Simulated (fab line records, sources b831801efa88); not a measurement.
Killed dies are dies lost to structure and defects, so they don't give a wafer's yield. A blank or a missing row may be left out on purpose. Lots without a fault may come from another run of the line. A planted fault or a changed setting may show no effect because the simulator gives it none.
fab line records | flow gf180mcu | part 2 of 2: steps 26 to 36 of 36
record lots=5 wafers=15 last_day=33
route steps=602 shown STI@2 DNWELL@32
lots that met no fault: from a run of the same line without faults
start_h: hours from the record's first day to the start of the lot's first wafer shown | wait_h: hours since the lot's step before | " the same as in the row above | L1.1+2: a row that stands for several wafers | - no value, or no start given | * or withheld: withheld | < > ~ a bound
route shown NAME@n: a module of which the file shows steps, and the number in the route of the first | usual: mean/standard deviation of fault-free wafers | same: alike in all rows | chamber/n: place in a boat | sites: the reading at each site | _std_site: their standard deviation | _edge_site: outer sites' mean less inner sites' | radius_mm: how far each site lies from the wafer's centre | mask NAME#n: copy n | behind: the tool/chamber that last shaped the wafer | hold: why the lot was held/for how many hours/how that ended | device: the transistor (n, p or np) that didn't switch | end of line: the same wafers' tests at the end of the route | a step without rows: its recipe alone | killed: dies lost to structure and defects at the first sort, not the wafer's yield | map: a wafer's dies, x killed, . not, _ none there
set.NAME: the setting as run; set.NAME@STEP: as run at that earlier step | model.NAME: the simulator's own value behind a step, which no gauge read
lots at some steps of the route; a table a step, a row a wafer
services: from which hour (start_h, from the record's first day; less than 0 if before it) a tool's chamber was out of use, for how many hours, and why
## steps
# step GF_STI_WET_ETCH_26
# recipe chemistry=dHF target_depth_nm=94 target=SiO2 temp_c=25 dilution=10:1 time_s=188
# columns lot.wafer tool chamber start_h wait_h
L078.2+4+6 wet_bench-02 3 50.96 0.1
L082.2+3+6 wet_bench-04 0 71.52 0.1
L091.1+3+4 wet_bench-01 2 117.27 0.2
L093.2+5+6 wet_bench-02 2 126.10 0.2
L094.2+3+6 wet_bench-04 0 133.14 0.1
# step GF_STI_WET_ETCH_27
# recipe chemistry=H3PO4 target_depth_nm=160 target=Si3N4 temp_c=160 time_s=1825
# columns lot.wafer tool chamber start_h wait_h
L078.2+4+6 wet_bench-01 2 51.02 0.0
L082.2+3+6 wet_bench-01 1 71.58 0.0
L091.1+3+4 wet_bench-02 0 117.39 0.0
L093.2+5+6 wet_bench-04 2 126.16 0.0
L094.2+3+6 wet_bench-02 1 133.20 0.0
# step GF_STI_WET_ETCH_28
# recipe chemistry=dHF target_depth_nm=20 dry=ipa_marangoni target=SiO2 temp_c=25 dilution=10:1 time_s=40
# columns lot.wafer tool chamber start_h wait_h
L078.2+4+6 wet_bench-02 0 51.59 0.0
L082.2+3+6 wet_bench-04 3 72.09 0.0
L091.1+3+4 wet_bench-04 3 117.91 0.0
L093.2+5+6 wet_bench-02 1 126.67 0.0
L094.2+3+6 wet_bench-01 0 133.76 0.0
# step GF_STI_OXIDATION_29
# recipe temp_c=900 ambient=O2 stabilise_s=600 purge_s=300 target_thk_a=100 ox_time_s=1418
# usual spike_tc_top_C=908.2/1
# columns lot.wafer tool chamber start_h wait_h spike_tc_top_C
L078.2 furnace-01 0 51.86 0.3 908.2
L078.4 " 0 " " 908.8
L078.6 " 0 " " 908.9
L082.2 furnace-02 0 73.66 1.6 908.5
L082.3 " 0 " " 908.2
L082.6 " 0 " " 907.8
L091.1 furnace-02 0 117.93 0.0 909.6
L091.3 " 0 " " 906.8
L091.4 " 0 " " 909.5
L093.2 furnace-02 0 126.69 0.0 906.5
L093.5 " 0 " " 907.5
L093.6 " 0 " " 907.0
L094.2 furnace-02 0 133.78 0.0 907.1
L094.3 " 0 " " 908.7
L094.6 " 0 " " 907.6
# step GF_STI_THK_MEAS_30
# recipe reads=SiO2_of_STI_OXIDATION_29
# usual STI_OXIDATION_02_THK=9.97/0.17
# columns lot.wafer tool chamber start_h wait_h STI_OXIDATION_02_THK[nm]
L078.2 film_metro-02 - 53.26 0.0 9.63
L078.4 " - " " 9.91
L078.6 " - " " 9.85
L082.2 film_metro-02 - 75.13 0.1 9.75
L082.3 " - " " 9.90
L082.6 " - " " 10.02
L091.1 film_metro-02 - 119.32 0.0 9.93
L091.3 " - " " 10.09
L091.4 " - " " 10.05
L093.2 film_metro-04 - 128.10 0.0 9.92
L093.5 " - " " 9.97
L093.6 " - " " 10.03
L094.2 film_metro-03 - 135.18 0.0 9.73
L094.3 " - " " 9.83
L094.6 " - " " 9.71
# step GF_DNWELL_DEHYDRATE_00
# recipe temp_c=200 time_s=60
# usual chill_plate_temp_C=22.98/0.1
# columns lot.wafer tool chamber start_h wait_h chill_plate_temp_C
L078.2 litho_track-02 0 59.03 5.8 22.97
L078.4 " 0 " " 22.87
L078.6 " 0 " " 23.00
L082.2 litho_track-04 0 80.93 5.8 23.15
L082.3 " 0 " " 22.98
L082.6 " 0 " " 22.70
L091.1 litho_track-03 0 126.37 7.0 23.02
L091.3 " 0 " " 23.03
L091.4 " 0 " " 22.77
L093.2 litho_track-03 0 134.40 6.3 22.94
L093.5 " 0 " " 22.99
L093.6 " 0 " " 23.08
L094.2 litho_track-03 0 142.80 7.6 23.24
L094.3 " 0 " " 22.99
L094.6 " 0 " " 23.04
# step GF_DNWELL_HMDS_01
# recipe prime_time_s=60 prime_temp_c=120
# usual chill_plate_temp_C=23.00/0.11 prime_temp_c=119.99/0.16
# columns lot.wafer tool chamber start_h wait_h chill_plate_temp_C prime_temp_c
L078.2 litho_track-02 0 59.18 0.1 23.04 119.85
L078.4 " 0 " " 22.91 119.85
L078.6 " 0 " " 22.90 119.88
L082.2 litho_track-04 0 81.08 0.1 22.96 119.78
L082.3 " 0 " " 22.97 120.07
L082.6 " 0 " " 23.10 120.04
L091.1 litho_track-03 0 126.52 0.1 22.84 120.06
L091.3 " 0 " " 23.02 119.99
L091.4 " 0 " " 23.07 119.98
L093.2 litho_track-03 0 134.55 0.1 23.06 119.95
L093.5 " 0 " " 22.95 119.84
L093.6 " 0 " " 22.91 119.98
L094.2 litho_track-03 0 142.95 0.1 23.02 120.16
L094.3 " 0 " " 23.07 120.19
L094.6 " 0 " " 23.01 120.39
# step GF_DNWELL_COAT_02
# recipe spin_rpm=2000 resist_thk_nm=3000
# usual chill_plate_temp_C=22.99/0.11
# columns lot.wafer tool chamber start_h wait_h chill_plate_temp_C
L078.2 litho_track-02 0 59.33 0.1 23.02
L078.4 " 0 " " 23.05
L078.6 " 0 " " 22.92
L082.2 litho_track-04 0 81.23 0.1 22.79
L082.3 " 0 " " 22.97
L082.6 " 0 " " 22.83
L091.1 litho_track-03 0 126.67 0.1 22.99
L091.3 " 0 " " 22.97
L091.4 " 0 " " 22.91
L093.2 litho_track-03 0 134.70 0.1 22.98
L093.5 " 0 " " 23.06
L093.6 " 0 " " 23.05
L094.2 litho_track-03 0 143.10 0.1 22.84
L094.3 " 0 " " 22.84
L094.6 " 0 " " 23.03
# step GF_DNWELL_SOFTBAKE_03
# recipe temp_c=110 time_s=withheld
# usual chill_plate_temp_C=23.02/0.11
# columns lot.wafer tool chamber start_h wait_h chill_plate_temp_C
L078.2 litho_track-02 0 59.49 0.1 23.08
L078.4 " 0 " " 23.01
L078.6 " 0 " " 23.06
L082.2 litho_track-04 0 81.39 0.1 23.09
L082.3 " 0 " " 23.08
L082.6 " 0 " " 23.09
L091.1 litho_track-03 0 126.82 0.1 22.84
L091.3 " 0 " " 22.97
L091.4 " 0 " " 23.02
L093.2 litho_track-03 0 134.86 0.1 22.89
L093.5 " 0 " " 22.98
L093.6 " 0 " " 22.88
L094.2 litho_track-03 0 143.26 0.1 23.27
L094.3 " 0 " " 23.03
L094.6 " 0 " " 23.16
# step GF_DNWELL_EXPOSE_04
# recipe mask_id=DNWELL target_cd_nm=1700 na=0.6 source_shape=conventional sigma_outer=0.6 dose_mj=260
# usual reticle_temp_C=22.97/0.095
# columns lot.wafer tool chamber start_h wait_h mask reticle_temp_C
L078.2 iline_stepper-01 0 - - DNWELL#0 22.84
L078.4 " 0 " " DNWELL#0 22.93
L078.6 " 0 " " DNWELL#0 22.86
L082.2 iline_stepper-01 0 - - DNWELL#0 23.12
L082.3 " 0 " " DNWELL#0 23.00
L082.6 " 0 " " DNWELL#0 23.12
L091.1 iline_stepper-01 0 - - DNWELL#0 22.90
L091.3 " 0 " " DNWELL#0 22.96
L091.4 " 0 " " DNWELL#0 22.96
L093.2 iline_stepper-02 0 - - DNWELL#0 22.88
L093.5 " 0 " " DNWELL#0 22.87
L093.6 " 0 " " DNWELL#0 22.92
L094.2 iline_stepper-02 0 - - DNWELL#0 22.98
L094.3 " 0 " " DNWELL#0 22.90
L094.6 " 0 " " DNWELL#0 23.09
# step GF_DNWELL_PEB_05
# recipe temp_c=115 time_s=withheld
# usual chill_plate_temp_C=22.97/0.11
# columns lot.wafer tool chamber start_h wait_h chill_plate_temp_C
L078.2 litho_track-03 0 - - 23.07
L078.4 " 0 " " 22.91
L078.6 " 0 " " 23.00
L082.2 litho_track-02 0 - - 22.92
L082.3 " 0 " " 22.90
L082.6 " 0 " " 22.96
L091.1 litho_track-03 0 - - 22.77
L091.3 " 0 " " 23.04
L091.4 " 0 " " 22.88
L093.2 litho_track-04 0 - - 22.76
L093.5 " 0 " " 22.81
L093.6 " 0 " " 23.03
L094.2 litho_track-03 0 - - 22.97
L094.3 " 0 " " 22.95
L094.6 " 0 " " 22.91
## services
# columns tool chamber start_h hours kind
cmp-02 - 8.83 1.0 repair
furnace-02 - 23.51 5.0 pm
krf_scanner-01 - 23.99 0.8 pm
furnace-02 - 28.52 2.9 pm
hdpcvd-01 - 32.53 6.0 pm
krf_scanner-01 - 37.99 3.6 pm
furnace-01 - 40.07 3.1 pm
krf_scanner-02 - 61.84 0.8 repair
cmp-02 - 64.00 4.0 pm
krf_scanner-01 - 88.00 5.8 repair
wet_bench-01 - 90.71 2.9 repair
krf_scanner-01 - 93.78 1.0 pm
krf_scanner-02 - 96.70 0.8 pm
iline_stepper-01 - 98.72 2.9 repair
krf_scanner-01 - 106.02 1.3 pm
krf_scanner-02 - 106.66 0.7 repair
plasma_asher-04 - 108.75 9.0 pm
iline_stepper-01 - 113.60 5.4 repair
krf_scanner-02 - 115.20 0.2 repair
krf_scanner-02 - 117.96 8.2 repair
iline_stepper-02 - 118.99 1.7 pm
iline_stepper-02 - 133.54 0.7 repair
lpcvd-01 - 140.31 0.3 repair
hdpcvd-02 - 146.67 24.9 repair
